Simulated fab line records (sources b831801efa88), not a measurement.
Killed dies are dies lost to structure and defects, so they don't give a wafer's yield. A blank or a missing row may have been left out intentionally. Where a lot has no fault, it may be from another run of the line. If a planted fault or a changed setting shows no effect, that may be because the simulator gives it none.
Which tool was responsible? / flow sky130 / Sampling: 12 lots, 36 wafers, 5 of 708 route steps

WHAT THE GAUGES READ, wafer by wafer
SKY_FIELD_ISO_BOW_MEAS_00. Usual: INCOMING_BOW 1 um, standard deviation 5.9.
lot=L966; measured=day 1 10:01; on=film-metro-04; INCOMING_BOW (um)=6 3 0; flag=
lot=L968; measured=day 1 20:00; on=film-metro-04; INCOMING_BOW (um)=9 1 2; flag=
lot=L970; measured=day 2 06:00; on=film-metro-01; INCOMING_BOW (um)=-3 0 7; flag=
lot=L971; measured=day 2 11:00; on=film-metro-04; INCOMING_BOW (um)=5 7 9; flag=
lot=L972; measured=day 2 16:00; on=film-metro-01; INCOMING_BOW (um)=2 -2 5; flag=
lot=L974; measured=day 3 02:00; on=film-metro-04; INCOMING_BOW (um)=1 -12 2; flag=
lot=L975; measured=day 3 07:01; on=film-metro-04; INCOMING_BOW (um)=1 2 2; flag=
lot=L977; measured=day 3 17:00; on=film-metro-04; INCOMING_BOW (um)=0 3 5; flag=
lot=L980; measured=day 4 08:00; on=film-metro-01; INCOMING_BOW (um)=5 2 -10; flag=
lot=L985; measured=day 5 09:00; on=film-metro-03; INCOMING_BOW (um)=2 -14 8; flag=
lot=L987; measured=day 5 19:00; on=film-metro-03; INCOMING_BOW (um)=1 1 2; flag=
lot=L988; measured=day 6 00:01; on=film-metro-01; INCOMING_BOW (um)=2 2 -17; flag=

SKY_VT_ADJUST_HVTR_CD_MEAS_07: the cd target is 380 nm. Usual: 379.2 nm for cd-nm, sd 2.8.
lot=L966; measured=day 9 07:50; on=cd-sem-01; cd-nm (nm)=382.7 382.5 384.3; flag=
lot=L968; measured=day 9 21:28; on=cd-sem-02; cd-nm (nm)=381.1 382.5 382.5; flag=
lot=L970; measured=day 11 03:49; on=cd-sem-02; cd-nm (nm)=379.4 378.8 378.9; flag=
lot=L971; measured=day 11 05:52; on=cd-sem-02; cd-nm (nm)=377.9 377.5 377.8; flag=
lot=L972; measured=day 11 08:04; on=cd-sem-02; cd-nm (nm)=378.1 375.1 375.2; flag=
lot=L974; measured=day 11 21:55; on=cd-sem-01; cd-nm (nm)=383.3 382.2 380.7; flag=
lot=L975; measured=day 12 06:43; on=cd-sem-02; cd-nm (nm)=378.4 377.1 377.5; flag=
lot=L977; measured=day 12 16:45; on=cd-sem-01; cd-nm (nm)=374.3 376.8 374.9; flag=
lot=L980; measured=day 13 11:13; on=cd-sem-01; cd-nm (nm)=380.0 377.4 379.7; flag=
lot=L985; measured=day 15 13:19; on=cd-sem-02; cd-nm (nm)=387.4 390.1 390.7; flag=OFF
lot=L987; measured=day 16 07:43; on=cd-sem-01; cd-nm (nm)=390.4 387.1 389.8; flag=OFF
lot=L988; measured=day 16 09:50; on=cd-sem-02; cd-nm (nm)=383.6 384.4 384.0; flag=

SKY_VIA2_THK_MEAS_01. Usual: VIA2_HDPCVD_THK 1181 nm, standard deviation 14.
lot=L966; measured=day 34 17:52; on=film-metro-01; VIA2_HDPCVD_THK (nm)=1182 1175 1191; flag=
lot=L968; measured=day 35 11:58; on=film-metro-01; VIA2_HDPCVD_THK (nm)=1188 1197 1183; flag=
lot=L970; measured=day 36 18:28; on=film-metro-04; VIA2_HDPCVD_THK (nm)=1181 1201 1191; flag=
lot=L971; measured=day 37 03:33; on=film-metro-04; VIA2_HDPCVD_THK (nm)=1199 1200 1194; flag=
lot=L972; measured=day 37 08:13; on=film-metro-03; VIA2_HDPCVD_THK (nm)=1145 1162 1148; flag=
lot=L974; measured=day 37 13:58; on=film-metro-03; VIA2_HDPCVD_THK (nm)=1220 1199 1205; flag=
lot=L975; measured=day 37 23:47; on=film-metro-03; VIA2_HDPCVD_THK (nm)=1181 1160 1187; flag=
lot=L977; measured=day 38 19:21; on=film-metro-04; VIA2_HDPCVD_THK (nm)=1177 1183 1181; flag=
lot=L980; measured=day 39 07:37; on=film-metro-04; VIA2_HDPCVD_THK (nm)=1149 1178 1155; flag=
lot=L985; measured=day 41 08:48; on=film-metro-01; VIA2_HDPCVD_THK (nm)=1198 1192 1194; flag=
lot=L987; measured=day 41 20:54; on=film-metro-03; VIA2_HDPCVD_THK (nm)=1184 1189 1193; flag=
lot=L988; measured=day 42 02:27; on=film-metro-04; VIA2_HDPCVD_THK (nm)=1179 1184 1177; flag=

TOOL THAT RAN EACH LOT (tool first, then ch and the chambers of the sampled wafers, then the start)
lot=L966; SKY_VT_ADJUST_HVTR_COAT_02=litho-track-01 ch 0, day 8 21:34; SKY_VT_ADJUST_HVTR_STRIP_10=plasma-asher-02 ch 0,1, day 9 08:07
lot=L968; SKY_VT_ADJUST_HVTR_COAT_02=litho-track-01 ch 0, day 9 10:30; SKY_VT_ADJUST_HVTR_STRIP_10=plasma-asher-02 ch 0,1, day 9 21:47
lot=L970; SKY_VT_ADJUST_HVTR_COAT_02=litho-track-02 ch 0, day 10 16:19; SKY_VT_ADJUST_HVTR_STRIP_10=plasma-asher-03 ch 0,1, day 11 04:07
lot=L971; SKY_VT_ADJUST_HVTR_COAT_02=litho-track-01 ch 0, day 10 18:27; SKY_VT_ADJUST_HVTR_STRIP_10=plasma-asher-02 ch 0,1, day 11 06:10
lot=L972; SKY_VT_ADJUST_HVTR_COAT_02=litho-track-02 ch 0, day 10 20:31; SKY_VT_ADJUST_HVTR_STRIP_10=plasma-asher-02 ch 0,1, day 11 08:22
lot=L974; SKY_VT_ADJUST_HVTR_COAT_02=litho-track-02 ch 0, day 11 09:31; SKY_VT_ADJUST_HVTR_STRIP_10=plasma-asher-04 ch 0,1, day 11 22:13
lot=L975; SKY_VT_ADJUST_HVTR_COAT_02=litho-track-02 ch 0, day 11 18:12; SKY_VT_ADJUST_HVTR_STRIP_10=plasma-asher-04 ch 0,1, day 12 07:01
lot=L977; SKY_VT_ADJUST_HVTR_COAT_02=litho-track-02 ch 0, day 12 05:13; SKY_VT_ADJUST_HVTR_STRIP_10=plasma-asher-02 ch 0,1, day 12 17:03
lot=L980; SKY_VT_ADJUST_HVTR_COAT_02=litho-track-01 ch 0, day 12 23:24; SKY_VT_ADJUST_HVTR_STRIP_10=plasma-asher-04 ch 0, day 13 11:32
lot=L985; SKY_VT_ADJUST_HVTR_COAT_02=litho-track-01 ch 0, day 14 23:21; SKY_VT_ADJUST_HVTR_STRIP_10=plasma-asher-04 ch 0, day 15 13:38
lot=L987; SKY_VT_ADJUST_HVTR_COAT_02=litho-track-01 ch 0, day 15 17:21; SKY_VT_ADJUST_HVTR_STRIP_10=plasma-asher-04 ch 0,1, day 16 08:01
lot=L988; SKY_VT_ADJUST_HVTR_COAT_02=litho-track-02 ch 0, day 15 19:27; SKY_VT_ADJUST_HVTR_STRIP_10=plasma-asher-02 ch 0,1, day 16 10:07
- SKY_VT_ADJUST_HVTR_COAT_02: resist thk 1140 nm.
- SKY_VT_ADJUST_HVTR_STRIP_10: strips in O2/N2.

AS READ BY THE TOOLS THEMSELVES (means over the sampled wafers that have a number; for cases with no such wafer, the mark the record gives instead)
SKY_VT_ADJUST_HVTR_COAT_02. Usual: 3000.1 rpm for spin-speed-rpm, sd 2.
lot=L966; tool=litho-track-01; spin-speed-rpm (rpm)=2998.7; flag=
lot=L968; tool=litho-track-01; spin-speed-rpm (rpm)=3002.5; flag=
lot=L970; tool=litho-track-02; spin-speed-rpm (rpm)=3000.0; flag=
lot=L971; tool=litho-track-01; spin-speed-rpm (rpm)=3001.8; flag=
lot=L972; tool=litho-track-02; spin-speed-rpm (rpm)=3000.1; flag=
lot=L974; tool=litho-track-02; spin-speed-rpm (rpm)=2998.6; flag=
lot=L975; tool=litho-track-02; spin-speed-rpm (rpm)=3000.6; flag=
lot=L977; tool=litho-track-02; spin-speed-rpm (rpm)=3000.3; flag=
lot=L980; tool=litho-track-01; spin-speed-rpm (rpm)=2999.1; flag=
lot=L985; tool=litho-track-01; spin-speed-rpm (rpm)=3625.0; flag=OFF
lot=L987; tool=litho-track-01; spin-speed-rpm (rpm)=3622.2; flag=OFF
lot=L988; tool=litho-track-02; spin-speed-rpm (rpm)=3001.3; flag=

SKY_VT_ADJUST_HVTR_STRIP_10. Usual: drypump-motor-current-A 5.7 A, standard deviation 0.59; oes-product-au 0.715 a.u., standard deviation 0.0048; strip-time-to-endpoint-s 14.17 s, standard deviation 0.036.
lot=L966; tool=plasma-asher-02; drypump-motor-current-A (A)=6.1; oes-product-au (a.u.)=0.717; strip-time-to-endpoint-s (s)=14.14; flag=
lot=L968; tool=plasma-asher-02; drypump-motor-current-A (A)=6.3; oes-product-au (a.u.)=0.718; strip-time-to-endpoint-s (s)=14.15; flag=
lot=L970; tool=plasma-asher-03; drypump-motor-current-A (A)=5.3; oes-product-au (a.u.)=0.712; strip-time-to-endpoint-s (s)=14.19; flag=
lot=L971; tool=plasma-asher-02; drypump-motor-current-A (A)=6.2; oes-product-au (a.u.)=0.715; strip-time-to-endpoint-s (s)=14.16; flag=
lot=L972; tool=plasma-asher-02; drypump-motor-current-A (A)=6.3; oes-product-au (a.u.)=0.715; strip-time-to-endpoint-s (s)=14.21; flag=
lot=L974; tool=plasma-asher-04; drypump-motor-current-A (A)=5.1; oes-product-au (a.u.)=0.716; strip-time-to-endpoint-s (s)=14.16; flag=
lot=L975; tool=plasma-asher-04; drypump-motor-current-A (A)=5.1; oes-product-au (a.u.)=0.718; strip-time-to-endpoint-s (s)=14.18; flag=
lot=L977; tool=plasma-asher-02; drypump-motor-current-A (A)=6.1; oes-product-au (a.u.)=0.711; strip-time-to-endpoint-s (s)=14.15; flag=
lot=L980; tool=plasma-asher-04; drypump-motor-current-A (A)=4.7; oes-product-au (a.u.)=0.712; strip-time-to-endpoint-s (s)=14.18; flag=
lot=L985; tool=plasma-asher-04; drypump-motor-current-A (A)=4.7; oes-product-au (a.u.)=0.717; strip-time-to-endpoint-s (s)=13.03; flag=OFF
lot=L987; tool=plasma-asher-04; drypump-motor-current-A (A)=5.4; oes-product-au (a.u.)=0.711; strip-time-to-endpoint-s (s)=12.99; flag=OFF
lot=L988; tool=plasma-asher-02; drypump-motor-current-A (A)=6.1; oes-product-au (a.u.)=0.715; strip-time-to-endpoint-s (s)=14.15; flag=

THE ANSWER, worked out from the rows above alone
Rule: a lot counts as off when the mean over its wafers that have a number is more than 3 standard deviations away from the usual mean. A lot without any number at a reading at which 4 lots or more have one is off too. The other lots that the step has rows for count as sound. Order of review: gauges by route order, followed by the tools' own readings, for which a lot's mean as printed above is used. The first step at which some lot is off is used, and at that step the reading that is off furthest; a lot without a number counts as furthest.
Off: L985, L987, at SKY_VT_ADJUST_HVTR_CD_MEAS_07 (cd-nm).
If a tool, at a process step before that reading, ran all the lots that are off and no sound lot after the first of them, it fits. The gauges at SKY_VT_ADJUST_HVTR_CD_MEAS_07 aren't tried: what is off there is off at SKY_VT_ADJUST_HVTR_COAT_02 too, on other tools, and a gauge's error can't cause that. One fits: litho-track-01 at SKY_VT_ADJUST_HVTR_COAT_02. A fault onset in the window from L980 (day 12 23:24, its last sound lot) to L985 (day 14 23:21, its first lot off) fits.
The tool's own readings at SKY_VT_ADJUST_HVTR_COAT_02 bear it out: on the lots that are off they differ by more than 5 times the standard deviation of the sound lots' means. spin-speed-rpm reads 3623.6 rpm there against 3000.3 rpm on the sound lots.

WHAT WAS PUT IN BY THE SIMULATOR
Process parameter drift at SKY_VT_ADJUST_HVTR_COAT_02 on litho-track-01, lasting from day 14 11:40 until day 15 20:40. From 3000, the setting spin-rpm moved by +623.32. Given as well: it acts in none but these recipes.
Struck lots among those shown: L985, L987. The same result came from the rule above.
